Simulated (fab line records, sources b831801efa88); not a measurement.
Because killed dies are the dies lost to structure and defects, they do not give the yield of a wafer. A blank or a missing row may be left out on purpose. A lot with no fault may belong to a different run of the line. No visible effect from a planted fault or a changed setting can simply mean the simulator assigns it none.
Code-filled problem report in 8D (eight disciplines) form / flow sky130 / the parts of the form that need people (team, actions taken, sign-off) are left out

## 1. WHAT WENT WRONG
SONOS_ONO_OVL at SKY_SONOS_ONO_OVL_MEAS_14 reads a mean of 44.6 nm on 6 wafers of 2 lots; wafers without a fault read 0.6 nm with a standard deviation of 1.6. That puts it +28 standard deviations away from the usual mean.
Earliest sighting: wafer L165.1 on overlay-02 at day 15 18:05. Wafers with a number at this step in the record: 33, from 11 lots. The rule behind "out" and "out of limits": a value lying over 4 standard deviations away from the usual mean. Any other wafer with a number is counted as sound.

## 2. WHAT IT IS AND WHAT IT IS NOT
question=which readings at this step | is=SONOS_ONO_OVL | is not=-
question=which lots | is=L165, L166 | is not=L155, L156, L157, L167, L170, L172, L173, L174, L178
question=which wafers of those lots | is=all that have a number | is not=-
question=read on which gauges | is=overlay-01, overlay-02 | is not=-
question=when | is=from day 15 18:05 | is not=up to then (9 sound wafers); but 18 sound wafers of L167, L170, L172, L173, L174, L178 came after

## 3. WHAT RULES OUT EACH SUSPECT
Counting: a tool at a process step up to the reading stays a suspect if it ran every lot that is out and no sound lot after the first of them.
- the gauge at SKY_SONOS_ONO_OVL_MEAS_14 is ruled out. Those wafers that are out were read across 2 gauges (overlay-01, overlay-02).
- iline-stepper-01 at SKY_SONOS_ONO_EXPOSE_10 (exposes mask ONOM, target cd 410 nm): kept. It ran every lot that is out, first L165 (day 15 05:23), and no sound lot after that; its last sound lot up to then is L157 (day 12 21:46).
After counting, what remains is iline-stepper-01 at SKY_SONOS_ONO_EXPOSE_10.

## 4. THE CAUSE (what the simulator had put in)
Scanner matching overlay: iline-stepper-01, from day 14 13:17 on, at SKY_SONOS_ONO_EXPOSE_10. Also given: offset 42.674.
The count eliminated every tool but this one.

## 5. THE CHAIN OF EFFECTS, in route order
Rows list readings where the struck wafers' mean (over those with a number) sits beyond 3 standard deviations from the usual. Only readings whose record carries a usual standard deviation are examined. hours: median over the lots of the time between each lot's start at the first step of this table that gives one and its start at this step. sigmas: the change, counted in usual standard deviations.
hours=0; step=SKY_SONOS_ONO_OVL_MEAS_14; reading=SONOS_ONO_OVL; usual=0.6 nm; on struck wafers=44.6; change=+44.0; sigmas=+28

## 6. WHAT WOULD HAVE CAUGHT IT SOONER
Counted from the fault's start at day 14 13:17, it took 29 hours until the first out-of-limits reading at a measuring or inspecting step in this record, taken at day 15 18:05.
L166, from the lots that are out (2), started SKY_SONOS_ONO_EXPOSE_10 on iline-stepper-01 later than day 15 18:05. A tool hold placed at that time would have kept it from harm.
